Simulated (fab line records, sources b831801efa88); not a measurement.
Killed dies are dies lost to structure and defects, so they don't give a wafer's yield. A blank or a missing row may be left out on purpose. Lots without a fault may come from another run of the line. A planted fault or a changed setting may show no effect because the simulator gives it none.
Which tool did it? | flow gf180mcu | 14 lots, 41 wafers sampled, at 5 steps of a route of 602

WHAT THE GAUGES READ, wafer by wafer
GF_VT_IMPLANT_TW_MEAS_43. Usual: VT_IMPLANT_4_TW 691, standard deviation 5.4.
lot  | measured     | on            | VT_IMPLANT_4_TW         | flag
L329 | day 7 13:57  | film_metro-03 | 691 691 688             |
L330 | day 7 23:08  | film_metro-02 | 701 701 701             |
L331 | day 8 11:08  | film_metro-01 | 694 693 695             |
L333 | day 8 18:55  | film_metro-01 | 695 692 693             |
L334 | day 8 23:25  | film_metro-01 | 696 693 693             |
L335 | day 9 12:30  | film_metro-03 | 690 689 689             |
L336 | day 9 17:44  | film_metro-03 | 685 687 687             |
L338 | day 10 07:29 | film_metro-03 | 687 688 689             |
L339 | day 10 13:41 | film_metro-03 | 689 690 687             |
L341 | day 11 03:40 | film_metro-03 | 683 683 685             |
L342 | day 11 09:32 | film_metro-02 | 698 703                 |
L346 | day 12 10:46 | film_metro-01 | 620 624 623 622 623 623 | OFF
L347 | day 12 18:29 | film_metro-02 | 629 635 632 633 631 630 | OFF
L351 | day 14 03:58 | film_metro-03 | 684 687 688             |

GF_HV_LDD_OVL_MEAS_47. Usual: HV_LDD_03_OVL -0.2 nm, standard deviation 1.2.
lot  | measured     | on         | HV_LDD_03_OVL (nm) | flag
L329 | day 12 10:55 | overlay-01 | 1.2 1.0 0.5        |
L330 | day 12 21:38 | overlay-02 | 1.3 0.8 -0.5       |
L331 | day 13 12:37 | overlay-01 | -2.5 -1.6 -2.6     |
L333 | day 13 22:35 | overlay-02 | -0.2 0.1 -2.0      |
L334 | day 14 05:25 | overlay-01 | 0.6 -1.0 -2.8      |
L335 | day 14 19:55 | overlay-01 | -1.0 -1.1 0.0      |
L336 | day 15 03:25 | overlay-01 | 0.2 -0.3 -1.5      |
L338 | day 15 19:31 | overlay-01 | -0.3 -1.1 -0.5     |
L339 | day 16 02:55 | overlay-02 | -0.4 -1.1 0.0      |
L341 | day 16 19:14 | overlay-02 | 0.6 -0.1 -0.1      |
L342 | day 16 23:34 | overlay-02 | 0.2 0.7            |
L346 | day 18 10:07 | overlay-02 | -1.0 1.6 -0.2      |
L347 | day 18 20:07 | overlay-01 | 0.0 1.0 -0.2       |
L351 | day 20 09:14 | overlay-02 | 1.7 2.8 0.5        |

GF_SAB_CD_MEAS_09: target cd 420 nm. Usual: cd_nm 418.8 nm, standard deviation 2.7.
lot  | measured     | on        | cd_nm (nm)        | flag
L329 | day 15 05:05 | cd_sem-02 | 424.9 424.6 425.9 |
L330 | day 15 17:01 | cd_sem-02 | 419.0 418.7 418.0 |
L331 | day 16 09:36 | cd_sem-02 | 417.5 419.5 417.9 |
L333 | day 16 21:47 | cd_sem-01 | 419.1 418.7 419.0 |
L334 | day 17 03:43 | cd_sem-01 | 420.0 417.9 418.4 |
L335 | day 17 21:04 | cd_sem-02 | 417.0 415.6 417.8 |
L336 | day 18 05:00 | cd_sem-02 | 420.2 417.8 418.8 |
L338 | day 18 21:59 | cd_sem-02 | 416.6 418.6 419.1 |
L339 | day 19 05:29 | cd_sem-02 | 419.0 416.1 417.9 |
L341 | day 19 23:42 | cd_sem-02 | 415.9 415.6 416.8 |
L342 | day 20 04:35 | cd_sem-02 | 417.9 421.8       |
L346 | day 21 15:20 | cd_sem-02 | 418.3 420.4 421.9 |
L347 | day 22 01:08 | cd_sem-01 | 416.4 415.9 419.2 |
L351 | day 23 12:17 | cd_sem-01 | 415.2 416.8 417.4 |

GF_SALICIDE_THK_MEAS_05: measures by xrf. Usual: SALICIDE_TIN_THK 20.07 nm, standard deviation 0.3.
lot  | measured     | on            | SALICIDE_TIN_THK (nm) | flag
L329 | day 15 05:44 | film_metro-03 | 20.39 19.60 19.78     |
L330 | day 15 17:43 | film_metro-03 | 20.99 20.43 20.46     |
L331 | day 16 10:19 | film_metro-01 | 20.22 20.05 20.00     |
L333 | day 16 22:26 | film_metro-03 | 20.61 19.90 20.56     |
L334 | day 17 04:21 | film_metro-01 | 20.34 20.06 20.09     |
L335 | day 17 21:46 | film_metro-04 | 20.27 20.11 20.35     |
L336 | day 18 05:43 | film_metro-01 | 19.82 19.87 19.95     |
L338 | day 18 22:40 | film_metro-01 | 20.21 19.82 19.96     |
L339 | day 19 06:11 | film_metro-01 | 19.60 19.94 19.66     |
L341 | day 20 00:23 | film_metro-04 | 19.82 19.39 19.61     |
L342 | day 20 05:15 | film_metro-01 | 19.69 19.48           |
L346 | day 21 16:01 | film_metro-01 | 20.20 20.29 19.93     |
L347 | day 22 01:49 | film_metro-01 | 19.65 19.72 19.64     |
L351 | day 23 12:58 | film_metro-01 | 20.24 20.14 20.07     |

WHICH TOOL RAN EACH LOT (tool, then ch and the chambers of the sampled wafers, then the start)
lot  | GF_VT_IMPLANT_IMPLANT_41
L329 | implanter-02 ch 0, day 7 13:44
L330 | implanter-01 ch 0, day 7 22:53
L331 | implanter-02 ch 0, day 8 10:53
L333 | implanter-03 ch 0, day 8 18:41
L334 | implanter-01 ch 0, day 8 23:13
L335 | implanter-03 ch 0, day 9 12:16
L336 | implanter-03 ch 0, day 9 17:29
L338 | implanter-02 ch 0, day 10 07:14
L339 | implanter-01 ch 0, day 10 13:26
L341 | implanter-02 ch 0, day 11 03:25
L342 | implanter-01 ch 0, day 11 09:19
L346 | implanter-02 ch 0, day 12 10:31
L347 | implanter-02 ch 0, day 12 18:14
L351 | implanter-01 ch 0, day 14 03:41
- GF_VT_IMPLANT_IMPLANT_41

WHAT THE TOOLS THEMSELVES READ (means of the sampled wafers that have a number; where no wafer has one, the mark that the record gives instead)
GF_VT_IMPLANT_IMPLANT_41. Usual: end_station_pressure_torr 5.04e-06 Torr, standard deviation 2.6e-07.
lot  | tool         | end_station_pressure_torr (Torr) | flag
L329 | implanter-02 | 5.03e-06                         |
L330 | implanter-01 | 4.78e-06                         |
L331 | implanter-02 | 4.73e-06                         |
L333 | implanter-03 | 5.11e-06                         |
L334 | implanter-01 | 5.05e-06                         |
L335 | implanter-03 | 5.11e-06                         |
L336 | implanter-03 | 5.08e-06                         |
L338 | implanter-02 | 4.93e-06                         |
L339 | implanter-01 | 5.21e-06                         |
L341 | implanter-02 | 5.47e-06                         |
L342 | implanter-01 | 5.16e-06                         |
L346 | implanter-02 | 5.20e-06                         |
L347 | implanter-02 | 4.79e-06                         |
L351 | implanter-01 | 5.09e-06                         |

THE ANSWER, worked out from the rows above alone
Rule: a lot is off if the mean of its wafers that have a number lies more than 3 standard deviations from the usual mean. A lot without any number at a reading at which 4 lots or more have one is off too. The other lots that the step has rows for count as sound. The gauges are gone through in route order, then the tools' own readings, and for those a lot's mean is taken as printed above. The first step at which some lot is off is used, and at that step the reading that is off furthest; a lot without a number counts as furthest.
Off: L346, L347, at GF_VT_IMPLANT_TW_MEAS_43 (VT_IMPLANT_4_TW).
A tool fits if, at a process step before that reading, it ran every lot that is off, and no sound lot after the first of them. The gauges at GF_VT_IMPLANT_TW_MEAS_43 are tried like those tools. One fits: implanter-02 at GF_VT_IMPLANT_IMPLANT_41. Its last sound lot is L341 (day 11 03:25), its first lot that is off L346 (day 12 10:31): a fault that began between those two fits.

WHAT THE SIMULATOR HAD PUT IN
Process parameter drift: implanter-02, from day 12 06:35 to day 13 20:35, at GF_VT_IMPLANT_IMPLANT_41. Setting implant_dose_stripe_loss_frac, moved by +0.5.
Lots struck among those shown: L346, L347. The rule above found the same.
